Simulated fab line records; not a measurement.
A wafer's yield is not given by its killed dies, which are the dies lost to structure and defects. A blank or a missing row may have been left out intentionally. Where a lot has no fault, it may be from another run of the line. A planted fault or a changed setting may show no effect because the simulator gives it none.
A single fault, viewed from 2 desks + flow gf180mcu + what lay behind the numbers comes last; until then each desk has only its own

TOOL OWNER'S DESK, pecvd-02
The tool's own readings at GF_V2_CVD_02 (deposits SiO2 from TEOS, target thk 850 nm, time 94.851 s): means of the sampled wafers that have a number, for each lot that ran on this tool. Any lot whose mean is over 4 standard deviations away from the usual mean is out of limits and marked OUT; that distance is given in the brackets.
Columns: A = heater power w at GF_V2_CVD_02, usual 643 W
| lot  | first seen here | A   |
|------|-----------------|-----|
| L618 | day 20 01:25    | 646 |
| L621 | day 21 08:56    | 673 |
| L628 | day 23 17:16    | 645 |
| L629 | day 24 01:30    | 671 |
| L637 | day 26 14:56    | 645 |
| L638 | day 26 23:22    | 673 |
| L639 | day 27 02:08    | 708 |
This desk's verdict: no lot among the 7 shows anything out of limits.

THE METROLOGY DESK
What the gauges read for every lot (on any tool): the sampled wafers with a number, averaged. Any lot whose mean is over 4 standard deviations away from the usual mean is out of limits and marked OUT; that distance is given in the brackets.
Columns: A = cd nm at GF_M2_CD_MEAS_14, usual 280.0 nm; B = V2_CVD_02_THK at GF_V2_THK_MEAS_03, usual 849 nm
| lot  | first seen here | A     | B              |
|------|-----------------|-------|----------------|
| L617 | day 19 15:52    | 281.4 | 862            |
| L618 | day 20 00:27    | 278.8 | 857            |
| L619 | day 20 09:54    | 279.2 | 842            |
| L621 | day 21 07:49    | 280.4 | 858            |
| L622 | day 21 09:33    | 277.9 | 842            |
| L628 | day 23 16:19    | 277.3 | 1052 (+15) OUT |
| L629 | day 24 00:32    | 281.3 | 1042 (+14) OUT |
| L630 | day 24 07:39    | 282.0 | 840            |
| L637 | day 26 13:51    | 281.4 | 850            |
| L638 | day 26 22:25    | 277.2 | 844            |
| L639 | day 27 01:05    | 279.9 | 852            |
Finding of this desk: L628, L629 out of limits, first seen on L628 at day 23 17:20 (V2_CVD_02_THK at GF_V2_THK_MEAS_03). L617, L618, L619, L621, L622, L630, L637, L638, L639: within limits.

PUT TOGETHER
An alarm was possible from the metrology desk at day 23 17:20, on L628, L629.
The desk of the tool owner found nothing out of limits.
On record at the tool owner's desk: L628, L629, within its limits.
The lots listed all ran GF_V2_CVD_02 on pecvd-02.

WHAT HAD BEEN PUT IN BY THE SIMULATOR
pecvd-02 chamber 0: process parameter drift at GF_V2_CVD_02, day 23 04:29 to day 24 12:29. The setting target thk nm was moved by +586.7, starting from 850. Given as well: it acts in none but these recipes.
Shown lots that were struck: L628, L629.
Time in hours between the start of the fault and the first out-of-limits reading at each desk: metrology desk, 13.
